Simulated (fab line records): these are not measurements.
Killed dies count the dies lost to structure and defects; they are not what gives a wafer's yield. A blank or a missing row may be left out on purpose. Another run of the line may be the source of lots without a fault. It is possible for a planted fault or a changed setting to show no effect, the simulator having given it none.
Which tool was responsible? + flow sky130 + 13 lots, 39 wafers sampled, at 4 steps of a route of 708

WHAT THE GAUGES SHOWED, per wafer
SKY_VIA4_OVL_MEAS_11.
| lot  | measured     | on         | VIA4_OVL (nm)  |
|------|--------------|------------|----------------|
| L133 | day 42 18:27 | overlay-01 | 0.5 -0.4 0.6   |
| L135 | day 43 07:55 | overlay-02 | 0.1 1.0 1.9    |
| L136 | day 43 16:42 | overlay-01 | 2.4 1.4 0.2    |
| L137 | day 44 00:07 | overlay-01 | -0.3 1.2 1.9   |
| L138 | day 44 13:00 | overlay-02 | -0.6 -0.3 -0.2 |
| L139 | day 44 14:00 | overlay-01 | 0.3 -0.4 -1.8  |
| L149 | day 47 01:51 | overlay-01 | 0.6 1.9 1.2    |
| L150 | day 47 10:27 | overlay-02 | 0.0 -1.5 -0.2  |
| L151 | day 47 11:20 | overlay-01 | -0.2 -0.1 -0.2 |
| L153 | day 47 23:15 | overlay-02 | 0.0 0.2 -1.5   |
| L154 | day 48 06:21 | overlay-01 | -2.2 -2.6 -2.7 |
| L155 | day 48 12:57 | overlay-01 | 0.8 0.1 1.8    |
| L156 | day 48 15:42 | overlay-02 | -0.4 0.2 -0.1  |

WHAT TOOL EACH LOT RAN ON (gives the tool, then ch and the chambers of the sampled wafers, and finally the start)
| lot  | SKY_RES_PROTECT_CLEAN_09        | SKY_METAL4_SPUTTER_00        | SKY_METAL4_SPUTTER_01        |
|------|---------------------------------|------------------------------|------------------------------|
| L133 | wet bench-03 ch 2, day 14 21:29 | pvd sputter-02, day 39 12:31 | pvd sputter-02, day 39 12:32 |
| L135 | wet bench-02 ch 0, day 15 17:54 | pvd sputter-03, day 40 07:27 | pvd sputter-03, day 40 07:28 |
| L136 | wet bench-02 ch 3, day 16 02:02 | pvd sputter-03, day 40 15:49 | pvd sputter-03, day 40 15:50 |
| L137 | wet bench-04 ch 3, day 16 15:15 | pvd sputter-01, day 41 00:43 | pvd sputter-01, day 41 00:44 |
| L138 | wet bench-02 ch 0, day 17 03:42 | pvd sputter-03, day 41 12:47 | pvd sputter-03, day 41 12:49 |
| L139 | wet bench-02 ch 2, day 17 10:03 | pvd sputter-01, day 41 14:58 | pvd sputter-01, day 41 14:59 |
| L149 | wet bench-03 ch 2, day 20 22:08 | pvd sputter-02, day 44 08:01 | pvd sputter-02, day 44 08:02 |
| L150 | wet bench-02 ch 1, day 21 04:29 | pvd sputter-02, day 44 18:21 | pvd sputter-02, day 44 18:23 |
| L151 | wet bench-03 ch 1, day 21 18:15 | pvd sputter-02, day 44 19:28 | pvd sputter-02, day 44 19:29 |
| L153 | wet bench-04 ch 1, day 22 11:12 | pvd sputter-01, day 45 07:20 | pvd sputter-01, day 45 07:22 |
| L154 | wet bench-02 ch 3, day 22 21:56 | pvd sputter-03, day 45 15:39 | pvd sputter-03, day 45 15:40 |
| L155 | wet bench-02 ch 3, day 23 03:24 | pvd sputter-02, day 45 23:02 | pvd sputter-02, day 45 23:04 |
| L156 | wet bench-03 ch 1, day 23 12:50 | pvd sputter-03, day 46 02:16 | pvd sputter-03, day 46 02:17 |
- SKY_RES_PROTECT_CLEAN_09: cleans in SC1/SC2, time 150 s.
- SKY_METAL4_SPUTTER_00: material Ti, target thk 15 nm, time 10 s.
- SKY_METAL4_SPUTTER_01: material TiN, target thk 20 nm, time 16.7 s.

WHAT THE TOOLS THEMSELVES READ (means of the sampled wafers that have a number; where no wafer has one, the mark that the record gives instead)
SKY_METAL4_SPUTTER_00.
| lot  | tool           | throttle valve pct (%) |
|------|----------------|------------------------|
| L133 | pvd sputter-02 | 29.8                   |
| L135 | pvd sputter-03 | 29.4                   |
| L136 | pvd sputter-03 | 29.7                   |
| L137 | pvd sputter-01 | 30.0                   |
| L138 | pvd sputter-03 | 29.4                   |
| L139 | pvd sputter-01 | 30.1                   |
| L149 | pvd sputter-02 | 29.8                   |
| L150 | pvd sputter-02 | 30.0                   |
| L151 | pvd sputter-02 | 30.0                   |
| L153 | pvd sputter-01 | 30.7                   |
| L154 | pvd sputter-03 | 29.6                   |
| L155 | pvd sputter-02 | 30.0                   |
| L156 | pvd sputter-03 | 29.5                   |

SKY_METAL4_SPUTTER_01.
| lot  | tool           | throttle valve pct (%) |
|------|----------------|------------------------|
| L133 | pvd sputter-02 | 29.7                   |
| L135 | pvd sputter-03 | 29.6                   |
| L136 | pvd sputter-03 | 29.7                   |
| L137 | pvd sputter-01 | 30.0                   |
| L138 | pvd sputter-03 | 29.5                   |
| L139 | pvd sputter-01 | 30.2                   |
| L149 | pvd sputter-02 | 29.8                   |
| L150 | pvd sputter-02 | 29.9                   |
| L151 | pvd sputter-02 | 29.9                   |
| L153 | pvd sputter-01 | 30.7                   |
| L154 | pvd sputter-03 | 29.8                   |
| L155 | pvd sputter-02 | 30.0                   |
| L156 | pvd sputter-03 | 29.4                   |

THE ANSWER, worked out from the rows above alone
Rule: the usual values come from the lots themselves. Put in order of their means at a reading, lots are off if they are a third of the lots or fewer, leave a main group of 4 or more, and stand apart from it by a gap of 3 or more times the standard deviation of the main group's means; of several such gaps the widest counts. A main group whose means are all the same, to the digits that the tables above print for the reading, isn't used. Also off: a lot with no number at a reading for which 4 or more lots have one. All remaining lots with rows at the step are treated as sound. After the gauges, taken in route order, come the tools' own readings; for these a lot's mean is taken, as printed above. At the first step where some lot is off, the reading lying furthest off is the one used; lots without a number count as furthest.
Nothing can be told from this: no lot is off at any reading shown.

WHAT WAS PUT IN BY THE SIMULATOR
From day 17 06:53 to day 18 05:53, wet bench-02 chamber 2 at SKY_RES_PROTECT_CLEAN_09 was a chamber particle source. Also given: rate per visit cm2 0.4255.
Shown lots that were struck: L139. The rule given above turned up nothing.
